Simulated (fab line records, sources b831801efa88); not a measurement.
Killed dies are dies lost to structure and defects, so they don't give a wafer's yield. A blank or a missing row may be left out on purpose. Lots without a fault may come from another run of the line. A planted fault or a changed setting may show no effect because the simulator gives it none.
Chamber matching | flow gf180mcu | GF_CONTACT_ETCH_16 on rie_diel-04: 4 sister chambers
The step etches BARC in N2/H2. 4 wafers are shown with their chamber, then 8 later ones without.

WAFERS WITH THEIR CHAMBER
wafer  | chamber | h2_flow_sccm (sccm)
L203.6 | 3       | 199.7
L206.2 | 2       | 200.4
L206.5 | 0       | 199.8
L209.1 | 1       | 200.6

WAFERS WITHOUT THEIR CHAMBER
wafer  | h2_flow_sccm (sccm)
L209.2 | 200.2
L209.6 | 200.0
L210.3 | 199.6
L210.4 | 199.5
L210.5 | 199.7
L211.2 | 199.2
L211.4 | 199.4
L211.6 | 201.0

WHICH CHAMBER EACH WENT THROUGH
wafer  | from the rows above               | in truth
L209.2 | can't be placed: 2 or 0 or 1 or 3 | 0
L209.6 | can't be placed: 0 or 3 or 2 or 1 | 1
L210.3 | can't be placed: 3 or 0           | 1
L210.4 | can't be placed: 3 or 0           | 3
L210.5 | can't be placed: 3 or 0           | 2
L211.2 | can't be placed: 3 or 0           | 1
L211.4 | can't be placed: 3 or 0           | 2
L211.6 | can't be placed: 1 or 2           | 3
Placed correctly: 0 of 8. Can't be placed from these rows: 8 (the true chamber is among the candidates in 3). Placed wrongly: 0.
How it was worked out, from the rows above alone: a wafer's distance from a chamber is the root of the sum, over the readings, of the square of ((its reading less the chamber's mean) divided by the reading's scatter). The wafer belongs to the nearest chamber; if the next one is less than 2 further off, it can't be placed. A chamber's mean is the mean of its shown wafers. The scatter: with one shown wafer a chamber, the root of the mean of the squares of how far each hidden wafer lies from its nearest shown one.
